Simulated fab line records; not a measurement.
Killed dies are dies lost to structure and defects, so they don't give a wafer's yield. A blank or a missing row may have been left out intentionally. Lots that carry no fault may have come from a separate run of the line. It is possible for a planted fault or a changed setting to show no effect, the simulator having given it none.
2 desks, one fault / flow sky130 / each desk holds nothing but its own numbers, with what lay behind them at the end

== METROLOGY DESK ==
Means of the sampled wafers that have a number, per lot and without regard to the tool the lot ran on: this is what the gauges read. The brackets show how far a lot's mean lies from the usual mean; more than 4 standard deviations puts the lot out of limits, marked OUT.
Columns: A = DNWELL_TW at SKY_DNWELL_TW_MEAS_09, usual 1109; B = PWDE_RS at SKY_NWELL_RS_MEAS_31, usual 5272 ohm/sq
lot=L268; first seen here=day 3 06:52; A=1099; B=5275
lot=L269; first seen here=day 3 08:46; A=1106; B=5259
lot=L270; first seen here=day 3 16:37; A=1098; B=5261
lot=L271; first seen here=day 3 20:46; A=1119; B=5289
lot=L276; first seen here=day 5 02:16; A=1121; B=5264
lot=L278; first seen here=day 5 12:07; A=1108; B=5272
lot=L277; first seen here=day 5 12:25; A=1106; B=5266
lot=L279; first seen here=day 5 20:10; A=1114; B=5256
lot=L282; first seen here=day 6 09:13; A=1101; B=5280
lot=L285; first seen here=day 7 00:44; A=1109; B=5286
lot=L287; first seen here=day 7 10:44; A=1123; B=5267
lot=L288; first seen here=day 7 15:13; A=1103; B=5293
lot=L289; first seen here=day 7 21:49; A=1100; B=5274
Finding of this desk: none of the 13 lots has anything out of limits.

== DESK OF THE TOOL OWNER: rie_si-01 ==
The tool's own readings at SKY_FIELD_ISO_ETCH_17 (etches Si in HBr/Cl2/O2, target depth 342 nm, time 97.7 s): means of the sampled wafers that have a number, for each lot that ran on this tool. The brackets show how far a lot's mean lies from the usual mean; more than 4 standard deviations puts the lot out of limits, marked OUT.
Columns: A = HBr_flow_sccm at SKY_FIELD_ISO_ETCH_17, usual 150.0 sccm; B = drypump_motor_current_A at SKY_FIELD_ISO_ETCH_17, usual 5.9 A; C = oes_product_au at SKY_FIELD_ISO_ETCH_17, usual 1.005 a.u.; D = run_length_s at SKY_FIELD_ISO_ETCH_17, usual 125.9 s; E = throttle_valve_pct at SKY_FIELD_ISO_ETCH_17, usual 25.653 %
lot=L268; first seen here=day 2 07:14; A=150.2; B=5.9; C=0.989; D=125.8; E=25.660
lot=L270; first seen here=day 2 17:50; A=149.5; B=5.7; C=0.985; D=126.4; E=25.667
lot=L276; first seen here=day 3 22:25; A=149.9; B=6.1; C=0.997; D=79.2 (-99 or more) OUT; E=25.663
lot=L277; first seen here=day 4 04:02; A=150.1; B=6.1; C=0.996; D=79.1 (-99 or more) OUT; E=25.658
This desk finds L276, L277 out of limits, L276 being first, at day 3 22:25 (run_length_s at SKY_FIELD_ISO_ETCH_17). Within limits: L268, L270.

== BROUGHT TOGETHER ==
On L276, L277, at day 3 22:25, an alarm was possible from the tool owner's desk.
The metrology desk saw nothing out of limits.
The metrology desk has L276, L277 on record, within its limits.
All the named lots went through SKY_FIELD_ISO_ETCH_17 on rie_si-01.

== WHAT THE SIMULATOR HAD PUT IN ==
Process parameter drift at SKY_FIELD_ISO_ETCH_17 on rie_si-01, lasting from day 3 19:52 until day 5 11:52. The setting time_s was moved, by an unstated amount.
Shown lots that were struck: L276, L277.
Time in hours from fault onset to the first out-of-limits reading at each desk: the tool owner's desk, 3.
